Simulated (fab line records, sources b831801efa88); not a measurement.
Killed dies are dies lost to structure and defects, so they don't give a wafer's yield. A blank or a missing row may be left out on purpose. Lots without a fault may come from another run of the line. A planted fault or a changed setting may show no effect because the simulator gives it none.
Which tool did it? | flow gf180mcu | 7 lots, 21 wafers sampled, at 3 steps of a route of 602

WHAT THE GAUGES READ, wafer by wafer
GF_M3_OVL_MEAS_15.
lot  | measured     | on         | M3_OVL (nm)
L227 | day 21 13:29 | overlay-02 | -4 -4 -8
L230 | day 23 01:34 | overlay-01 | -12 -10 -2
L232 | day 23 16:38 | overlay-01 | -1 -2 4
L234 | day 24 07:46 | overlay-02 | -3 -5 -7
L239 | day 25 22:38 | overlay-01 | 68 63 65
L245 | day 27 15:31 | overlay-01 | 6 -5 0
L249 | day 28 17:10 | overlay-02 | -9 0 -4

WHICH TOOL RAN EACH LOT (tool, then ch and the chambers of the sampled wafers, then the start)
lot  | GF_SALICIDE_RTA_06               | GF_M3_EXPOSE_11
L227 | rtp_anneal-02 ch 0, day 15 07:56 | krf_scanner-02 ch 0, day 21 00:53
L230 | rtp_anneal-02 ch 0, day 16 19:28 | krf_scanner-01 ch 0, day 22 14:26
L232 | rtp_anneal-02 ch 0, day 17 10:28 | krf_scanner-01 ch 0, day 23 05:28
L234 | rtp_anneal-01 ch 0, day 18 02:02 | krf_scanner-02 ch 0, day 23 21:12
L239 | rtp_anneal-02 ch 0, day 19 22:20 | krf_scanner-01 ch 0, day 25 12:26
L245 | rtp_anneal-02 ch 0, day 21 21:15 | krf_scanner-02 ch 0, day 27 05:41
L249 | rtp_anneal-02 ch 0, day 23 02:41 | krf_scanner-02 ch 0, day 28 07:05
- GF_SALICIDE_RTA_06: time 30 s.
- GF_M3_EXPOSE_11: exposes mask Metal3, target cd 280 nm.

THE ANSWER, worked out from the rows above alone
Rule: what is usual is taken from the lots themselves. Put in order of their means at a reading, lots are off if they are a third of the lots or fewer, leave a main group of 4 or more, and stand apart from it by a gap of 3 or more times the standard deviation of the main group's means; of several such gaps the widest counts. A main group whose means are all the same, to the digits that the tables above print for the reading, isn't used. A lot without any number at a reading at which 4 lots or more have one is off too. The other lots that the step has rows for count as sound.
Off: L239, at GF_M3_OVL_MEAS_15 (M3_OVL). The main group: mean -4 nm, standard deviation 3.
A tool fits if, at a process step before that reading, it ran every lot that is off, and no sound lot after the first of them. The gauges at GF_M3_OVL_MEAS_15 are tried like those tools. One fits: krf_scanner-01 at GF_M3_EXPOSE_11. Its last sound lot is L232 (day 23 05:28), its first lot that is off L239 (day 25 12:26): a fault that began between those two fits.

WHAT THE SIMULATOR HAD PUT IN
Scanner matching overlay: krf_scanner-01, from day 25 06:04 on, at GF_M3_EXPOSE_11. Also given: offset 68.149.
Lots struck among those shown: L239. The rule above found the same.
